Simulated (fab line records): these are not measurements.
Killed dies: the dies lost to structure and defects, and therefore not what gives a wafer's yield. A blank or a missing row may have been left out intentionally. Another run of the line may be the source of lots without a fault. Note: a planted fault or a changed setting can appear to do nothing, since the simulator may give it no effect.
Which tool was responsible? :: flow sky130 :: 72 wafers from 24 lots sampled at 6 of the route's 708 steps

## WHAT EACH GAUGE READ, for each wafer
SKY_FIELD_ISO_THK_MEAS_23.
lot: L074
measured: day 2 07:09
on: film metro-04
FIELD_ISO_OXIDATION_01_THK (nm): 9.96 10.22 10.12

lot: L075
measured: day 2 13:17
on: film metro-04
FIELD_ISO_OXIDATION_01_THK (nm): 9.86 9.85 9.95

lot: L076
measured: day 2 19:49
on: film metro-04
FIELD_ISO_OXIDATION_01_THK (nm): 10.21 10.00 10.09

lot: L077
measured: day 2 23:47
on: film metro-01
FIELD_ISO_OXIDATION_01_THK (nm): 9.89 9.90 9.99

lot: L078
measured: day 3 02:55
on: film metro-03
FIELD_ISO_OXIDATION_01_THK (nm): 10.04 9.95 9.80

lot: L079
measured: day 3 10:59
on: film metro-01
FIELD_ISO_OXIDATION_01_THK (nm): 10.11 10.22 10.21

lot: L080
measured: day 3 14:48
on: film metro-04
FIELD_ISO_OXIDATION_01_THK (nm): 10.29 10.38 10.50

lot: L081
measured: day 3 21:52
on: film metro-03
FIELD_ISO_OXIDATION_01_THK (nm): 10.24 10.33 10.38

lot: L082
measured: day 4 02:05
on: film metro-01
FIELD_ISO_OXIDATION_01_THK (nm): 10.02 10.06 10.08

lot: L083
measured: day 4 05:42
on: film metro-01
FIELD_ISO_OXIDATION_01_THK (nm): 9.89 9.98 9.97

lot: L084
measured: day 4 12:02
on: film metro-04
FIELD_ISO_OXIDATION_01_THK (nm): 10.25 10.17 10.17

lot: L085
measured: day 4 19:46
on: film metro-01
FIELD_ISO_OXIDATION_01_THK (nm): 10.17 10.01 10.10

lot: L086
measured: day 4 22:53
on: film metro-03
FIELD_ISO_OXIDATION_01_THK (nm): 10.25 10.31 10.27

lot: L087
measured: day 5 02:53
on: film metro-04
FIELD_ISO_OXIDATION_01_THK (nm): 9.86 9.64 9.89

lot: L088
measured: day 5 08:21
on: film metro-01
FIELD_ISO_OXIDATION_01_THK (nm): 10.22 10.09 10.12

lot: L089
measured: day 5 15:11
on: film metro-04
FIELD_ISO_OXIDATION_01_THK (nm): 10.05 9.96 10.06

lot: L090
measured: day 5 21:49
on: film metro-04
FIELD_ISO_OXIDATION_01_THK (nm): 10.14 10.07 10.23

lot: L091
measured: day 5 23:00
on: film metro-01
FIELD_ISO_OXIDATION_01_THK (nm): 9.86 9.94 10.03

lot: L092
measured: day 6 08:37
on: film metro-03
FIELD_ISO_OXIDATION_01_THK (nm): 10.23 10.32 10.31

lot: L093
measured: day 6 11:19
on: film metro-01
FIELD_ISO_OXIDATION_01_THK (nm): 10.27 10.36 10.35

lot: L095
measured: day 6 21:13
on: film metro-03
FIELD_ISO_OXIDATION_01_THK (nm): 10.25 10.11 10.06

lot: L094
measured: day 6 21:14
on: film metro-04
FIELD_ISO_OXIDATION_01_THK (nm): 10.39 10.21 10.31

lot: L096
measured: day 7 00:22
on: film metro-01
FIELD_ISO_OXIDATION_01_THK (nm): 9.77 9.89 9.92

lot: L097
measured: day 7 05:58
on: film metro-03
FIELD_ISO_OXIDATION_01_THK (nm): 9.74 9.95 9.81

SKY_NWELL_RS_MEAS_31: the measuring method here is four-point-probe.
lot: L074
measured: day 5 04:14
on: film metro-02
PWDE_RS (ohm/sq): 5248 5265 5271

lot: L075
measured: day 5 15:20
on: film metro-01
PWDE_RS (ohm/sq): 5285 5289 5274

lot: L076
measured: day 5 21:59
on: film metro-01
PWDE_RS (ohm/sq): 5270 5298 5285

lot: L077
measured: day 5 23:52
on: film metro-03
PWDE_RS (ohm/sq): 5292 5285 5275

lot: L078
measured: day 6 05:20
on: film metro-01
PWDE_RS (ohm/sq): 5245 5269 5269

lot: L079
measured: day 6 12:44
on: film metro-03
PWDE_RS (ohm/sq): 5285 5275 5290

lot: L080
measured: day 6 20:44
on: film metro-03
PWDE_RS (ohm/sq): 5292 5289 5274

lot: L081
measured: day 7 04:01
on: film metro-01
PWDE_RS (ohm/sq): 5275 5272 5273

lot: L082
measured: day 7 05:52
on: film metro-01
PWDE_RS (ohm/sq): 5243 5264 5241

lot: L083
measured: day 7 11:19
on: film metro-01
PWDE_RS (ohm/sq): 5323 5309 5307

lot: L084
measured: day 7 22:22
on: film metro-02
PWDE_RS (ohm/sq): 5251 5260 5280

lot: L085
measured: day 8 08:16
on: film metro-01
PWDE_RS (ohm/sq): 5266 5292 5280

lot: L086
measured: day 8 09:26
on: film metro-02
PWDE_RS (ohm/sq): 5246 5268 5253

lot: L087
measured: day 8 15:00
on: film metro-02
PWDE_RS (ohm/sq): 5279 5270 5269

lot: L088
measured: day 8 20:20
on: film metro-03
PWDE_RS (ohm/sq): 5260 5290 5265

lot: L089
measured: day 9 04:01
on: film metro-03
PWDE_RS (ohm/sq): 5249 5267 5278

lot: L090
measured: day 9 10:54
on: film metro-01
PWDE_RS (ohm/sq): 5289 5265 5283

lot: L091
measured: day 9 12:40
on: film metro-01
PWDE_RS (ohm/sq): 5270 5263 5269

lot: L092
measured: day 10 09:47
on: film metro-02
PWDE_RS (ohm/sq): 5274 5281 5266

lot: L093
measured: day 10 10:49
on: film metro-03
PWDE_RS (ohm/sq): 5260 5267 5271

lot: L095
measured: day 10 19:05
on: film metro-02
PWDE_RS (ohm/sq): 5279 5293 5285

lot: L094
measured: day 10 19:14
on: film metro-01
PWDE_RS (ohm/sq): 5263 5263 5235

lot: L096
measured: day 10 22:10
on: film metro-03
PWDE_RS (ohm/sq): 5264 5249 5269

lot: L097
measured: day 11 02:25
on: film metro-02
PWDE_RS (ohm/sq): 5275 5279 5289

SKY_LDD_HVN_TW_MEAS_10.
lot: L074
measured: day 19 23:35
on: film metro-04
LDD_HVN_TW: 1437 1443 1440

lot: L075
measured: day 20 15:47
on: film metro-04
LDD_HVN_TW: 1429 1434 1437

lot: L076
measured: day 21 08:33
on: film metro-03
LDD_HVN_TW: 1403 1407 1405

lot: L077
measured: day 21 08:14
on: film metro-03
LDD_HVN_TW: 1416 1416 1409

lot: L078
measured: day 21 15:00
on: film metro-02
LDD_HVN_TW: 1426 1432 1427

lot: L079
measured: day 21 19:00
on: film metro-04
LDD_HVN_TW: 1431 1421 1425

lot: L080
measured: day 22 18:38
on: film metro-02
LDD_HVN_TW: 1425 1426 1429

lot: L081
measured: day 23 01:47
on: film metro-04
LDD_HVN_TW: 1426 1415 1429

lot: L082
measured: day 23 06:04
on: film metro-02
LDD_HVN_TW: 1433 1437 1433

lot: L083
measured: day 23 13:53
on: film metro-03
LDD_HVN_TW: 1415 1414 1420

lot: L084
measured: day 24 03:17
on: film metro-04
LDD_HVN_TW: 1427 1424 1425

lot: L085
measured: day 24 16:32
on: film metro-04
LDD_HVN_TW: 1428 1419 1416

lot: L086
measured: day 25 04:40
on: film metro-04
LDD_HVN_TW: 1429 1433 1427

lot: L087
measured: day 25 08:59
on: film metro-03
LDD_HVN_TW: 1412 1414 1413

lot: L088
measured: day 25 10:34
on: film metro-03
LDD_HVN_TW: 1406 1410 1417

lot: L089
measured: day 25 18:26
on: film metro-04
LDD_HVN_TW: 1429 1430 1432

lot: L090
measured: day 26 03:05
on: film metro-04
LDD_HVN_TW: 1413 1427 1426

lot: L091
measured: day 26 05:16
on: film metro-02
LDD_HVN_TW: 1426 1427 1424

lot: L092
measured: day 27 07:07
on: film metro-04
LDD_HVN_TW: 1417 1419 1414

lot: L093
measured: day 27 11:29
on: film metro-02
LDD_HVN_TW: 1423 1432 1437

lot: L095
measured: day 27 17:18
on: film metro-03
LDD_HVN_TW: 1407 1401 1405

lot: L094
measured: day 27 22:11
on: film metro-03
LDD_HVN_TW: 1407 1409 1411

lot: L096
measured: day 28 04:59
on: film metro-03
LDD_HVN_TW: 1411 1406 1399

lot: L097
measured: day 28 09:00
on: film metro-02
LDD_HVN_TW: 1430 1425 1435

SKY_PASSIVATION_THK_MEAS_01.
lot: L074
measured: day 43 14:02
on: film metro-02
PASSIVATION_CVD_00_THK (nm): 89.0 90.3 91.4

lot: L075
measured: day 43 23:23
on: film metro-03
PASSIVATION_CVD_00_THK (nm): 89.3 89.8 90.6

lot: L076
measured: day 45 08:02
on: film metro-02
PASSIVATION_CVD_00_THK (nm): 88.6 88.7 89.7

lot: L077
measured: day 45 05:54
on: film metro-04
PASSIVATION_CVD_00_THK (nm): 87.8 87.2 88.8

lot: L078
measured: day 45 07:32
on: film metro-02
PASSIVATION_CVD_00_THK (nm): 89.8 90.7 91.2

lot: L079
measured: day 45 10:16
on: film metro-04
PASSIVATION_CVD_00_THK (nm): 90.2 89.6 93.5

lot: L080
measured: day 45 11:39
on: film metro-04
PASSIVATION_CVD_00_THK (nm): 88.3 89.4 88.9

lot: L081
measured: day 45 16:59
on: film metro-02
PASSIVATION_CVD_00_THK (nm): 89.6 92.1 89.8

lot: L082
measured: day 45 18:40
on: film metro-04
PASSIVATION_CVD_00_THK (nm): 88.6 90.9 90.4

lot: L083
measured: day 46 00:14
on: film metro-04
PASSIVATION_CVD_00_THK (nm): 88.6 89.8 89.0

lot: L084
measured: day 46 12:43
on: film metro-03
PASSIVATION_CVD_00_THK (nm): 89.9 91.0 91.0

lot: L085
measured: day 46 22:44
on: film metro-04
PASSIVATION_CVD_00_THK (nm): 89.0 90.1 91.1

lot: L086
measured: day 47 06:31
on: film metro-04
PASSIVATION_CVD_00_THK (nm): 90.5 90.2 90.6

lot: L087
measured: day 47 09:49
on: film metro-04
PASSIVATION_CVD_00_THK (nm): 89.2 89.8 88.9

lot: L088
measured: day 47 11:51
on: film metro-03
PASSIVATION_CVD_00_THK (nm): 91.7 92.4 92.6

lot: L089
measured: day 47 13:32
on: film metro-03
PASSIVATION_CVD_00_THK (nm): 88.4 88.2 89.9

lot: L090
measured: day 47 23:17
on: film metro-04
PASSIVATION_CVD_00_THK (nm): 89.3 88.8 91.2

lot: L091
measured: day 47 23:38
on: film metro-02
PASSIVATION_CVD_00_THK (nm): 90.0 90.1 90.3

lot: L092
measured: day 48 14:15
on: film metro-02
PASSIVATION_CVD_00_THK (nm): 89.9 90.5 90.5

lot: L093
measured: day 48 18:20
on: film metro-04
PASSIVATION_CVD_00_THK (nm): 90.0 90.3 91.3

lot: L095
measured: day 48 23:29
on: film metro-04
PASSIVATION_CVD_00_THK (nm): 87.8 89.6 91.7

lot: L094
measured: day 49 01:32
on: film metro-03
PASSIVATION_CVD_00_THK (nm): 91.0 91.2 92.3

lot: L096
measured: day 49 04:04
on: film metro-03
PASSIVATION_CVD_00_THK (nm): 89.5 88.7 91.4

lot: L097
measured: day 49 06:43
on: film metro-04
PASSIVATION_CVD_00_THK (nm): 89.0 89.2 90.9

## WHAT TOOL EACH LOT RAN ON (gives the tool, then ch and the chambers of the sampled wafers, and finally the start)
lot: L074
SKY_SONOS_ONO_ETCH_15: rie diel-02 ch 0,1,3, day 12 08:07
SKY_VIA4_SPUTTER_17: pvd sputter-03, day 42 12:43

lot: L075
SKY_SONOS_ONO_ETCH_15: rie diel-04 ch 0,1,3, day 13 00:43
SKY_VIA4_SPUTTER_17: pvd sputter-01, day 42 23:20

lot: L076
SKY_SONOS_ONO_ETCH_15: rie diel-02 ch 0,1, day 13 10:16
SKY_VIA4_SPUTTER_17: pvd sputter-01, day 44 09:13

lot: L077
SKY_SONOS_ONO_ETCH_15: rie diel-04 ch 0,3, day 13 11:10
SKY_VIA4_SPUTTER_17: pvd sputter-01, day 44 07:00

lot: L078
SKY_SONOS_ONO_ETCH_15: rie diel-03 ch 2,3, day 13 19:40
SKY_VIA4_SPUTTER_17: pvd sputter-02, day 44 09:05

lot: L079
SKY_SONOS_ONO_ETCH_15: rie diel-03 ch 0,1,2, day 14 01:55
SKY_VIA4_SPUTTER_17: pvd sputter-02, day 44 10:55

lot: L080
SKY_SONOS_ONO_ETCH_15: rie diel-04 ch 0,2,3, day 14 16:35
SKY_VIA4_SPUTTER_17: pvd sputter-01, day 44 12:24

lot: L081
SKY_SONOS_ONO_ETCH_15: rie diel-02 ch 0,1,2, day 15 03:43
SKY_VIA4_SPUTTER_17: pvd sputter-01, day 44 18:26

lot: L082
SKY_SONOS_ONO_ETCH_15: rie diel-04 ch 2,3, day 15 05:34
SKY_VIA4_SPUTTER_17: pvd sputter-03, day 44 19:43

lot: L083
SKY_SONOS_ONO_ETCH_15: rie diel-02 ch 0,1,2, day 15 12:55
SKY_VIA4_SPUTTER_17: pvd sputter-03, day 45 01:25

lot: L084
SKY_SONOS_ONO_ETCH_15: rie diel-02 ch 0,2,3, day 16 04:08
SKY_VIA4_SPUTTER_17: pvd sputter-02, day 45 14:04

lot: L085
SKY_SONOS_ONO_ETCH_15: rie diel-02 ch 0,2,3, day 16 16:19
SKY_VIA4_SPUTTER_17: pvd sputter-01, day 46 00:21

lot: L086
SKY_SONOS_ONO_ETCH_15: rie diel-03 ch 0,1,2, day 17 04:05
SKY_VIA4_SPUTTER_17: pvd sputter-03, day 46 07:16

lot: L087
SKY_SONOS_ONO_ETCH_15: rie diel-03 ch 0,1,2, day 17 06:17
SKY_VIA4_SPUTTER_17: pvd sputter-02, day 46 10:55

lot: L088
SKY_SONOS_ONO_ETCH_15: rie diel-03 ch 2,3, day 17 09:31
SKY_VIA4_SPUTTER_17: pvd sputter-01, day 46 12:34

lot: L089
SKY_SONOS_ONO_ETCH_15: rie diel-04 ch 0,2,3, day 17 19:40
SKY_VIA4_SPUTTER_17: pvd sputter-03, day 46 14:20

lot: L090
SKY_SONOS_ONO_ETCH_15: rie diel-03 ch 0,1,2, day 18 02:52
SKY_VIA4_SPUTTER_17: pvd sputter-01, day 47 03:31

lot: L091
SKY_SONOS_ONO_ETCH_15: rie diel-02 ch 0,1,3, day 18 07:31
SKY_VIA4_SPUTTER_17: pvd sputter-01, day 47 03:55

lot: L092
SKY_SONOS_ONO_ETCH_15: rie diel-04 ch 1,2, day 19 09:43
SKY_VIA4_SPUTTER_17: pvd sputter-03, day 47 18:00

lot: L093
SKY_SONOS_ONO_ETCH_15: rie diel-03 ch 0,2,3, day 19 12:07
SKY_VIA4_SPUTTER_17: pvd sputter-02, day 47 22:28

lot: L095
SKY_SONOS_ONO_ETCH_15: rie diel-03 ch 0,1, day 19 21:37
SKY_VIA4_SPUTTER_17: pvd sputter-03, day 48 03:07

lot: L094
SKY_SONOS_ONO_ETCH_15: rie diel-02 ch 0,1,3, day 20 02:49
SKY_VIA4_SPUTTER_17: pvd sputter-03, day 48 04:42

lot: L096
SKY_SONOS_ONO_ETCH_15: rie diel-03 ch 0,1,2, day 20 09:47
SKY_VIA4_SPUTTER_17: pvd sputter-01, day 48 07:58

lot: L097
SKY_SONOS_ONO_ETCH_15: rie diel-04 ch 0,2,3, day 20 14:01
SKY_VIA4_SPUTTER_17: pvd sputter-01, day 48 10:45
- SKY_SONOS_ONO_ETCH_15: etches the open film in CHF3/O2, target depth 19.52 nm, time 7.8 s.
- SKY_VIA4_SPUTTER_17: material TiN, target thk 20 nm, time 80 s.

## AS READ BY THE TOOLS THEMSELVES (means over the sampled wafers that have a number; for cases with no such wafer, the mark the record gives instead)
SKY_SONOS_ONO_ETCH_15.
lot: L074
tool: rie diel-02
drypump motor current A (A): 5.4
oes product au (a.u.): 0.991
throttle valve pct (%): 8.826

lot: L075
tool: rie diel-04
drypump motor current A (A): 6.4
oes product au (a.u.): 0.997
throttle valve pct (%): 8.818

lot: L076
tool: rie diel-02
drypump motor current A (A): 5.2
oes product au (a.u.): 0.996
throttle valve pct (%): 8.828

lot: L077
tool: rie diel-04
drypump motor current A (A): 6.6
oes product au (a.u.): 1.000
throttle valve pct (%): 8.821

lot: L078
tool: rie diel-03
drypump motor current A (A): 5.7
oes product au (a.u.): 1.000
throttle valve pct (%): 8.826

lot: L079
tool: rie diel-03
drypump motor current A (A): 5.6
oes product au (a.u.): 1.005
throttle valve pct (%): 8.825

lot: L080
tool: rie diel-04
drypump motor current A (A): 6.3
oes product au (a.u.): 1.004
throttle valve pct (%): 8.825

lot: L081
tool: rie diel-02
drypump motor current A (A): 5.5
oes product au (a.u.): 1.003
throttle valve pct (%): 8.826

lot: L082
tool: rie diel-04
drypump motor current A (A): 6.3
oes product au (a.u.): 0.988
throttle valve pct (%): 8.826

lot: L083
tool: rie diel-02
drypump motor current A (A): 5.5
oes product au (a.u.): 1.000
throttle valve pct (%): 8.828

lot: L084
tool: rie diel-02
drypump motor current A (A): 5.6
oes product au (a.u.): 0.989
throttle valve pct (%): 8.813

lot: L085
tool: rie diel-02
drypump motor current A (A): 5.7
oes product au (a.u.): 1.009
throttle valve pct (%): 8.827

lot: L086
tool: rie diel-03
drypump motor current A (A): 5.6
oes product au (a.u.): 1.001
throttle valve pct (%): 8.831

lot: L087
tool: rie diel-03
drypump motor current A (A): 5.6
oes product au (a.u.): 0.999
throttle valve pct (%): 8.824

lot: L088
tool: rie diel-03
drypump motor current A (A): 5.8
oes product au (a.u.): 1.000
throttle valve pct (%): 8.820

lot: L089
tool: rie diel-04
drypump motor current A (A): 6.2
oes product au (a.u.): 0.998
throttle valve pct (%): 8.824

lot: L090
tool: rie diel-03
drypump motor current A (A): 5.6
oes product au (a.u.): 1.005
throttle valve pct (%): 8.815

lot: L091
tool: rie diel-02
drypump motor current A (A): 5.4
oes product au (a.u.): 0.993
throttle valve pct (%): 8.824

lot: L092
tool: rie diel-04
drypump motor current A (A): 5.9
oes product au (a.u.): 0.992
throttle valve pct (%): 8.821

lot: L093
tool: rie diel-03
drypump motor current A (A): 5.7
oes product au (a.u.): 1.006
throttle valve pct (%): 8.831

lot: L095
tool: rie diel-03
drypump motor current A (A): 5.7
oes product au (a.u.): 0.998
throttle valve pct (%): 8.824

lot: L094
tool: rie diel-02
drypump motor current A (A): 5.4
oes product au (a.u.): 0.990
throttle valve pct (%): 8.823

lot: L096
tool: rie diel-03
drypump motor current A (A): 5.6
oes product au (a.u.): 1.002
throttle valve pct (%): 8.815

lot: L097
tool: rie diel-04
drypump motor current A (A): 6.3
oes product au (a.u.): 0.988
throttle valve pct (%): 8.825

SKY_VIA4_SPUTTER_17.
lot: L074
tool: pvd sputter-03
throttle valve pct (%): 29.7

lot: L075
tool: pvd sputter-01
throttle valve pct (%): 30.1

lot: L076
tool: pvd sputter-01
throttle valve pct (%): 29.8

lot: L077
tool: pvd sputter-01
throttle valve pct (%): 30.1

lot: L078
tool: pvd sputter-02
throttle valve pct (%): 29.2

lot: L079
tool: pvd sputter-02
throttle valve pct (%): 30.2

lot: L080
tool: pvd sputter-01
throttle valve pct (%): 30.2

lot: L081
tool: pvd sputter-01
throttle valve pct (%): 30.1

lot: L082
tool: pvd sputter-03
throttle valve pct (%): 30.4

lot: L083
tool: pvd sputter-03
throttle valve pct (%): 30.0

lot: L084
tool: pvd sputter-02
throttle valve pct (%): 30.2

lot: L085
tool: pvd sputter-01
throttle valve pct (%): 30.2

lot: L086
tool: pvd sputter-03
throttle valve pct (%): 30.2

lot: L087
tool: pvd sputter-02
throttle valve pct (%): 30.2

lot: L088
tool: pvd sputter-01
throttle valve pct (%): 30.4

lot: L089
tool: pvd sputter-03
throttle valve pct (%): 29.1

lot: L090
tool: pvd sputter-01
throttle valve pct (%): 30.7

lot: L091
tool: pvd sputter-01
throttle valve pct (%): 30.0

lot: L092
tool: pvd sputter-03
throttle valve pct (%): 29.2

lot: L093
tool: pvd sputter-02
throttle valve pct (%): 29.8

lot: L095
tool: pvd sputter-03
throttle valve pct (%): 29.9

lot: L094
tool: pvd sputter-03
throttle valve pct (%): 29.5

lot: L096
tool: pvd sputter-01
throttle valve pct (%): 30.2

lot: L097
tool: pvd sputter-01
throttle valve pct (%): 29.9

## THE ANSWER, worked out from the rows above alone
Rule: the lots themselves supply what counts as usual. Put in order of their means at a reading, lots are off if they are a third of the lots or fewer, leave a main group of 4 or more, and stand apart from it by a gap of 3 or more times the standard deviation of the main group's means; of several such gaps the widest counts. A main group whose means are all the same, to the digits that the tables above print for the reading, isn't used. Also off: a lot with no number at a reading for which 4 or more lots have one. All remaining lots with rows at the step are treated as sound. After the gauges, taken in route order, come the tools' own readings; for these a lot's mean is taken, as printed above. The first step at which some lot is off is used, and at that step the reading that is off furthest; a lot without a number counts as furthest.
No lot is off on any of the readings shown, so nothing can be concluded from this.

## WHAT THE SIMULATOR HAD PUT IN
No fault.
